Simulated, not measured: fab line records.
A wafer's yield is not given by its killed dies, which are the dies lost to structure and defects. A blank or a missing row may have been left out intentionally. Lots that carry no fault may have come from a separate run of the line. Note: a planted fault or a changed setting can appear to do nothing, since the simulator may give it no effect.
What tool caused it?	flow gf180mcu	11 lots, 32 wafers sampled, at 4 steps of a route of 602

## WHAT EACH GAUGE READ, for each wafer
GF_V2_BOW_MEAS_05.
lot	measured	on	V2_BOW (um)
L237	day 19 21:48	film metro-02	95 96 96
L239	day 21 01:14	film metro-01	86 89 113
L244	day 22 13:04	film metro-02	101 103
L252	day 25 09:01	film metro-01	110 104 109
L253	day 25 13:11	film metro-03	90 92 99
L254	day 25 19:52	film metro-01	104 114 113
L255	day 26 03:07	film metro-01	91 89 81
L256	day 26 06:59	film metro-02	93 104 93
L258	day 27 03:05	film metro-03	103 93 88
L259	day 27 07:15	film metro-01	124 108 102
L260	day 27 10:50	film metro-01	99 105 110

## TOOL THAT RAN EACH LOT (tool first, then ch and the chambers of the sampled wafers, then the start)
lot	GF_M2_SPUTTER_04	GF_M2_METAL_ETCH_16	GF_M2_STRIP_17
L237	pvd sputter-01, day 18 19:25	rie metal-04 ch 0,1, day 19 20:33	plasma asher-01 ch 0,1, day 19 20:40
L239	pvd sputter-01, day 19 23:11	rie metal-01 ch 0,1, day 20 23:59	plasma asher-04 ch 0,1, day 21 00:07
L244	pvd sputter-02, day 21 11:56	rie metal-01 ch 0,1, day 22 11:50	plasma asher-02 ch 0,1, day 22 11:57
L252	pvd sputter-02, day 24 09:17	rie metal-01 ch 1, day 25 07:37	plasma asher-02 ch 0,1, day 25 07:49
L253	pvd sputter-03, day 24 14:11	rie metal-01 ch 1, day 25 11:50	plasma asher-04 ch 0,1, day 25 12:02
L254	pvd sputter-02, day 24 21:53	rie metal-03 ch 0,1, day 25 18:38	plasma asher-04 ch 0,1, day 25 18:46
L255	pvd sputter-03, day 25 04:03	rie metal-03 ch 0,1, day 26 01:53	plasma asher-04 ch 0,1, day 26 02:01
L256	pvd sputter-03, day 25 08:30	rie metal-01 ch 1, day 26 05:43	plasma asher-02 ch 0,1, day 26 05:50
L258	pvd sputter-01, day 26 04:28	rie metal-01 ch 0,1, day 27 01:50	plasma asher-01 ch 0,1, day 27 01:57
L259	pvd sputter-02, day 26 08:44	rie metal-04 ch 0,1, day 27 05:59	plasma asher-01 ch 0,1, day 27 06:07
L260	pvd sputter-03, day 26 12:35	rie metal-01 ch 0,1, day 27 09:32	plasma asher-01 ch 0,1, day 27 09:40
- GF_M2_SPUTTER_04: material TiN, target thk 50 nm, time 41.7 s.
- GF_M2_METAL_ETCH_16: etches the open film in Cl2/BCl3, stops on SiO2, target depth 750.8 nm, time 125.1 s.
- GF_M2_STRIP_17: strips in O2/N2.

## THE ANSWER, worked out from the rows above alone
Rule: the lots themselves supply what counts as usual. The widest of any qualifying gaps counts: lots, ordered by their means at a reading, are off when they make up no more than a third of the lots, leave a main group of 4 or more, and stand apart from it by 3 or more times the standard deviation of that group's means. The tables above print the reading to a certain number of digits; a main group whose means all agree to those digits is not used. Also off: a lot with no number at a reading for which 4 or more lots have one. The other lots that the step has rows for count as sound.
No lot is off at any reading shown: from this, nothing can be told.

## WHAT THE SIMULATOR HAD PUT IN
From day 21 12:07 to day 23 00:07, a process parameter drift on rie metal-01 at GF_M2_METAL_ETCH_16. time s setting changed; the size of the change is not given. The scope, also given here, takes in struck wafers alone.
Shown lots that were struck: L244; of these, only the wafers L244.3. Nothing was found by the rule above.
